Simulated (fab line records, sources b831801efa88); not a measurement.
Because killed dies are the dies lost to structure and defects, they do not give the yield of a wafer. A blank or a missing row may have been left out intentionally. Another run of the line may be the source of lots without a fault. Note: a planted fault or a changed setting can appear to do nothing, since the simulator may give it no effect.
Matching of chambers || flow gf180mcu || GF_CONTACT_CMP_04 on cmp-02 has 4 sister chambers
The step polishes SiO2. 14 wafers are shown with their chamber, then 7 later ones without.

WAFERS, EACH WITH ITS CHAMBER
{"wafer": "L139.1", "chamber": 1, "motor current A (A)": 11.7, "time to endpoint s (s)": 117}
{"wafer": "L139.2", "chamber": 2, "motor current A (A)": 11.0, "time to endpoint s (s)": 116}
{"wafer": "L139.4", "chamber": 3, "motor current A (A)": 13.7, "time to endpoint s (s)": 119}
{"wafer": "L154.1", "chamber": 3, "motor current A (A)": 13.9, "time to endpoint s (s)": 111}
{"wafer": "L154.3", "chamber": 1, "motor current A (A)": 11.9, "time to endpoint s (s)": 115}
{"wafer": "L154.4", "chamber": 2, "motor current A (A)": 11.3, "time to endpoint s (s)": 113}
{"wafer": "L155.1", "chamber": 3, "motor current A (A)": 13.5, "time to endpoint s (s)": 112}
{"wafer": "L155.2", "chamber": 1, "motor current A (A)": 11.3, "time to endpoint s (s)": 101}
{"wafer": "L155.6", "chamber": 0, "motor current A (A)": 13.3, "time to endpoint s (s)": 112}
{"wafer": "L157.1", "chamber": 3, "motor current A (A)": 13.6, "time to endpoint s (s)": 109}
{"wafer": "L157.2", "chamber": 0, "motor current A (A)": 13.4, "time to endpoint s (s)": 105}
{"wafer": "L157.6", "chamber": 0, "motor current A (A)": 13.9, "time to endpoint s (s)": 114}
{"wafer": "L159.1", "chamber": 1, "motor current A (A)": 11.1, "time to endpoint s (s)": 100}
{"wafer": "L159.3", "chamber": 0, "motor current A (A)": 13.4, "time to endpoint s (s)": 110}

SIGNATURES, as means of the wafers listed above
{"reading": "motor current A", "chamber 0": 13.500, "chamber 1": 11.500, "chamber 2": 11.150, "chamber 3": 13.675, "scatter within a chamber": 0.274}
{"reading": "time to endpoint s", "chamber 0": 110.25, "chamber 1": 108.25, "chamber 2": 114.50, "chamber 3": 112.75, "scatter within a chamber": 5.91}
Rule: for a wafer and a chamber, the distance is found by dividing, reading by reading, the gap between the wafer's reading and the chamber's mean by the reading's scatter, squaring, summing and taking the root. If the next closest chamber is less than 2 further off than the closest, the wafer can't be placed; otherwise it belongs to the closest. How the scatter is found: for the shown wafers, subtract from each reading the mean of its chamber, square and add these, divide the total by (wafers less chambers), then take the root.

WAFERS WITHOUT THEIR CHAMBER
{"wafer": "L159.4", "motor current A (A)": 13.7, "time to endpoint s (s)": 110}
{"wafer": "L160.2", "motor current A (A)": 13.6, "time to endpoint s (s)": 105}
{"wafer": "L160.4", "motor current A (A)": 11.2, "time to endpoint s (s)": 108}
{"wafer": "L160.5", "motor current A (A)": 13.4, "time to endpoint s (s)": 116}
{"wafer": "L162.3", "motor current A (A)": 13.7, "time to endpoint s (s)": 122}
{"wafer": "L162.4", "motor current A (A)": 10.9, "time to endpoint s (s)": 116}
{"wafer": "L162.6", "motor current A (A)": 14.1, "time to endpoint s (s)": 121}

THE CHAMBER EACH PASSED THROUGH
{"wafer": "L159.4", "from the rows above": "can't be placed: 3 or 0", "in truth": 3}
{"wafer": "L160.2", "from the rows above": "can't be placed: 0 or 3", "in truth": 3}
{"wafer": "L160.4", "from the rows above": "can't be placed: 1 or 2", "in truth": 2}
{"wafer": "L160.5", "from the rows above": "can't be placed: 0 or 3", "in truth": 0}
{"wafer": "L162.3", "from the rows above": "can't be placed: 3 or 0", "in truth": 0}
{"wafer": "L162.4", "from the rows above": "can't be placed: 2 or 1", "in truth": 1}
{"wafer": "L162.6", "from the rows above": "can't be placed: 3 or 0", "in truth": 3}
Placed correctly: 0 of 7. These rows do not allow placing 7 (true chamber among the candidates in 7). Number placed wrongly: 0.
